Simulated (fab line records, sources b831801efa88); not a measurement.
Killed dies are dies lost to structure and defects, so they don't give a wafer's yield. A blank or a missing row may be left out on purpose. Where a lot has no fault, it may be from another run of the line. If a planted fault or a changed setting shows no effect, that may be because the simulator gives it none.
The tool behind it: which one? ; flow sky130 ; Sampling: 11 lots, 33 wafers, 2 of 708 route steps

== WHAT EACH GAUGE READ, for each wafer ==
SKY_LDD_HVN_OVL_MEAS_07.
lot;measured;on;LDD_HVN_OVL (nm)
L587;day 20 16:31;overlay-02;-3.0 -2.0 -3.6
L589;day 21 12:22;overlay-01;-2.3 -3.5 -3.0
L588;day 21 16:01;overlay-01;-0.6 0.5 -1.9
L595;day 23 11:26;overlay-02;-0.6 -1.2 0.8
L596;day 23 17:08;overlay-01;-72.7 -73.0 -72.3
L597;day 24 05:37;overlay-01;-72.5 -73.2 -71.9
L599;day 24 20:43;overlay-01;1.1 0.0 2.1
L600;day 25 07:02;overlay-01;-1.9 -0.4 -0.9
L601;day 25 10:32;overlay-02;-1.2 -0.7 -1.5
L603;day 26 00:05;overlay-02;0.8 -2.3 -2.0
L610;day 28 11:50;overlay-02;1.3 -2.0 1.2

== EACH LOT AND THE TOOL THAT RAN IT (in order: tool; ch and the chambers of the sampled wafers; start) ==
lot;SKY_LDD_HVN_EXPOSE_04
L587;ilineStepper-01 ch 0, day 20 01:31
L589;ilineStepper-02 ch 0, day 20 21:24
L588;ilineStepper-02 ch 0, day 21 00:40
L595;ilineStepper-02 ch 0, day 22 20:25
L596;ilineStepper-01 ch 0, day 23 02:33
L597;ilineStepper-01 ch 0, day 23 15:10
L599;ilineStepper-02 ch 0, day 24 06:32
L600;ilineStepper-02 ch 0, day 24 16:26
L601;ilineStepper-02 ch 0, day 24 19:52
L603;ilineStepper-02 ch 0, day 25 09:52
L610;ilineStepper-02 ch 0, day 27 21:51
- SKY_LDD_HVN_EXPOSE_04: exposes mask HVNTM, target cd 700 nm.

== THE ANSWER, worked out from the rows above alone ==
Rule: the usual values come from the lots themselves. Put in order of their means at a reading, lots are off if they are a third of the lots or fewer, leave a main group of 4 or more, and stand apart from it by a gap of 3 or more times the standard deviation of the main group's means; of several such gaps the widest counts. Not used: any main group whose means are identical at the precision the tables above print for the reading. Also off: a lot with no number at a reading for which 4 or more lots have one. All remaining lots with rows at the step are treated as sound.
Off: at SKY_LDD_HVN_OVL_MEAS_07 (LDD_HVN_OVL), L596, L597. Mean -1.0 nm and standard deviation 1.2 in the main group.
If a tool, at a process step before that reading, ran all the lots that are off and no sound lot after the first of them, it fits. Gauges at SKY_LDD_HVN_OVL_MEAS_07: tried the same way as those tools. One fits: ilineStepper-01 at SKY_LDD_HVN_EXPOSE_04. A fault onset in the window from L587 (day 20 01:31, its last sound lot) to L596 (day 23 02:33, its first lot off) fits.

== WHAT WAS PUT IN BY THE SIMULATOR ==
Scanner matching overlay: ilineStepper-01, from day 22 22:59 on, at SKY_LDD_HVN_EXPOSE_04. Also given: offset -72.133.
Struck lots among those shown: L596, L597. The rule above reached the same finding.
